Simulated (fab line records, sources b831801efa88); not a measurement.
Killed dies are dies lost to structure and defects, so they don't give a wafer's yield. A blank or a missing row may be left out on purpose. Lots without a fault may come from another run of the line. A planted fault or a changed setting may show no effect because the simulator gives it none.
Chamber matching | flow gf180mcu | GF_CONTACT_CMP_04 on cmp-02: 4 sister chambers
The step polishes SiO2. 27 wafers are shown with their chamber, then 12 later ones without.

WAFERS WITH THEIR CHAMBER
wafer  | chamber | motor_current_A (A) | time_to_endpoint_s (s)
L075.2 | 3       | 14.8                | 110
L075.3 | 0       | 14.1                | 103
L075.6 | 2       | 12.4                | 114
L076.1 | 1       | 11.0                | 115
L076.4 | 2       | 12.4                | 120
L076.5 | 2       | 11.6                | 121
L077.3 | 3       | 13.1                | 118
L077.5 | 0       | 13.9                | 119
L077.6 | 3       | 13.0                | 123
L079.1 | 3       | 13.1                | 114
L079.3 | 0       | 13.7                | 108
L079.6 | 3       | 13.3                | 118
L080.3 | 2       | 11.5                | 109
L080.4 | 0       | 13.9                | 123
L080.6 | 2       | 12.8                | 118
L083.3 | 2       | 11.8                | 114
L083.4 | 1       | 10.7                | 115
L083.5 | 3       | 14.6                | 124
L084.1 | 2       | 12.3                | 105
L084.2 | 3       | 13.5                | 114
L084.5 | 1       | 11.3                | 112
L085.2 | 3       | 14.5                | 118
L085.4 | 0       | 13.7                | 115
L085.6 | 2       | 12.4                | 115
L088.1 | 1       | 11.0                | 119
L088.3 | 0       | 13.9                | 106
L088.4 | 3       | 13.3                | 120

SIGNATURES (means of the wafers above)
reading            | chamber 0 | chamber 1 | chamber 2 | chamber 3 | scatter within a chamber
motor_current_A    | 13.867    | 11.000    | 12.150    | 13.689    | 0.511
time_to_endpoint_s | 112.33    | 115.25    | 114.50    | 117.67    | 5.52
Rule: a wafer's distance from a chamber is the root of the sum, over the readings, of the square of ((its reading less the chamber's mean) divided by the reading's scatter). The wafer belongs to the nearest chamber; if the next one is less than 2 further off, it can't be placed. The scatter: the root of (the sum of the squares of (reading less its chamber's mean) over the shown wafers, divided by (wafers less chambers)).

WAFERS WITHOUT THEIR CHAMBER
wafer  | motor_current_A (A) | time_to_endpoint_s (s)
L090.3 | 14.2                | 114
L090.4 | 12.3                | 116
L090.6 | 11.4                | 117
L093.1 | 11.2                | 105
L093.3 | 13.4                | 112
L093.4 | 12.7                | 112
L095.1 | 14.2                | 107
L095.2 | 12.1                | 121
L095.3 | 12.9                | 115
L097.1 | 13.9                | 115
L097.2 | 10.7                | 110
L097.4 | 13.5                | 122

WHICH CHAMBER EACH WENT THROUGH
wafer  | from the rows above          | in truth
L090.3 | can't be placed: 0 or 3      | 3
L090.4 | 2                            | 2
L090.6 | can't be placed: 1 or 2      | 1
L093.1 | can't be placed: 1 or 2      | 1
L093.3 | can't be placed: 0 or 3 or 2 | 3
L093.4 | can't be placed: 2 or 3 or 0 | 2
L095.1 | can't be placed: 0 or 3      | 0
L095.2 | can't be placed: 2 or 1 or 3 | 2
L095.3 | can't be placed: 2 or 3 or 0 | 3
L097.1 | can't be placed: 0 or 3      | 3
L097.2 | can't be placed: 1 or 2      | 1
L097.4 | can't be placed: 3 or 0      | 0
Placed correctly: 1 of 12. Can't be placed from these rows: 11 (the true chamber is among the candidates in 11). Placed wrongly: 0.
